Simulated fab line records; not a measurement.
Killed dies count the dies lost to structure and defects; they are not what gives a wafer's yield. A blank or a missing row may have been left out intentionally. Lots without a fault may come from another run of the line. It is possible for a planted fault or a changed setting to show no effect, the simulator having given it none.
The tool behind it: which one? -- flow sky130 -- 14 lots, 40 wafers sampled, at 3 steps of a route of 708

== WHAT EACH GAUGE READ, for each wafer ==
SKY_CONTACT_THK_MEAS_26: measures by xrf.
lot,measured,on,CONTACT_W_THK (nm)
L916,day 30 20:42,filmMetro-04,337 340 343
L918,day 31 14:38,filmMetro-03,346 345 344
L919,day 32 08:48,filmMetro-02,346 344 351
L920,day 32 16:06,filmMetro-02,341 352 343
L921,day 32 18:25,filmMetro-02,345 344 342
L922,day 33 01:31,filmMetro-03,335 337 337
L923,day 33 16:26,filmMetro-02,358 354 362
L924,day 34 00:46,filmMetro-04,335 344 342
L926,day 34 12:44,filmMetro-02,359 360 351
L927,day 35 00:13,filmMetro-02,360 353 345
L928,day 35 03:00,filmMetro-03,353 346 347
L932,day 37 20:57,filmMetro-03,347 342
L933,day 37 21:58,filmMetro-02,347 353
L934,day 38 07:34,filmMetro-02,345 348 348

SKY_METAL2_OVL_MEAS_16.
lot,measured,on,METAL2_OVL (nm)
L916,day 34 09:31,overlay-02,2 1 7
L918,day 35 03:04,overlay-01,6 7 8
L919,day 35 20:03,overlay-02,-10 -3 -7
L920,day 36 03:17,overlay-02,0 1 4
L921,day 36 05:27,overlay-01,5 4 6
L922,day 36 12:57,overlay-02,6 3 4
L923,day 37 02:43,overlay-02,2 -5 5
L924,day 37 12:08,overlay-01,5 3 -4
L926,day 37 22:43,overlay-01,-1 1 6
L927,day 38 09:54,overlay-02,13 6 6
L928,day 38 14:15,overlay-02,2 5 8
L932,day 41 05:07,overlay-01,-10 -1
L933,day 41 05:28,overlay-02,-1 3
L934,day 41 15:18,overlay-02,9 15 13

== TOOL THAT RAN EACH LOT (tool first, then ch and the chambers of the sampled wafers, then the start) ==
lot,SKY_VIA1_SPUTTER_20
L916,"pvdSputter-01, day 33 05:56"
L918,"pvdSputter-01, day 33 23:21"
L919,"pvdSputter-02, day 34 17:29"
L920,"pvdSputter-03, day 35 00:19"
L921,"pvdSputter-02, day 35 02:19"
L922,"pvdSputter-01, day 35 10:04"
L923,"pvdSputter-03, day 36 00:05"
L924,"pvdSputter-03, day 36 08:58"
L926,"pvdSputter-02, day 36 19:46"
L927,"pvdSputter-03, day 37 07:27"
L928,"pvdSputter-01, day 37 10:37"
L932,"pvdSputter-01, day 40 03:22"
L933,"pvdSputter-02, day 40 03:41"
L934,"pvdSputter-02, day 40 12:10"
- SKY_VIA1_SPUTTER_20: material TiN, target thk 20 nm, time 80 s.

== WHAT THE TOOLS THEMSELVES READ (means of the sampled wafers that have a number; where no wafer has one, the mark that the record gives instead) ==
SKY_VIA1_SPUTTER_20.
lot,tool,throttleValvePct (%)
L916,pvdSputter-01,28.8
L918,pvdSputter-01,31.2
L919,pvdSputter-02,30.3
L920,pvdSputter-03,30.7
L921,pvdSputter-02,30.0
L922,pvdSputter-01,29.4
L923,pvdSputter-03,31.2
L924,pvdSputter-03,31.3
L926,pvdSputter-02,30.4
L927,pvdSputter-03,31.1
L928,pvdSputter-01,29.4
L932,pvdSputter-01,30.0
L933,pvdSputter-02,29.5
L934,pvdSputter-02,30.4

== THE ANSWER, worked out from the rows above alone ==
Rule: usual is defined by the lots themselves. The widest of any qualifying gaps counts: lots, ordered by their means at a reading, are off when they make up no more than a third of the lots, leave a main group of 4 or more, and stand apart from it by 3 or more times the standard deviation of that group's means. If all means in a main group match to the digits the tables above print for the reading, that group is not used. A lot without any number at a reading at which 4 lots or more have one is off too. The other lots that the step has rows for count as sound. First the gauges in route order, then the tools' own readings, where a lot's mean is used as printed above. The first step at which some lot is off is used, and at that step the reading that is off furthest; a lot without a number counts as furthest.
No lot is off on any of the readings shown, so nothing can be concluded from this.

== WHAT HAD BEEN PUT IN BY THE SIMULATOR ==
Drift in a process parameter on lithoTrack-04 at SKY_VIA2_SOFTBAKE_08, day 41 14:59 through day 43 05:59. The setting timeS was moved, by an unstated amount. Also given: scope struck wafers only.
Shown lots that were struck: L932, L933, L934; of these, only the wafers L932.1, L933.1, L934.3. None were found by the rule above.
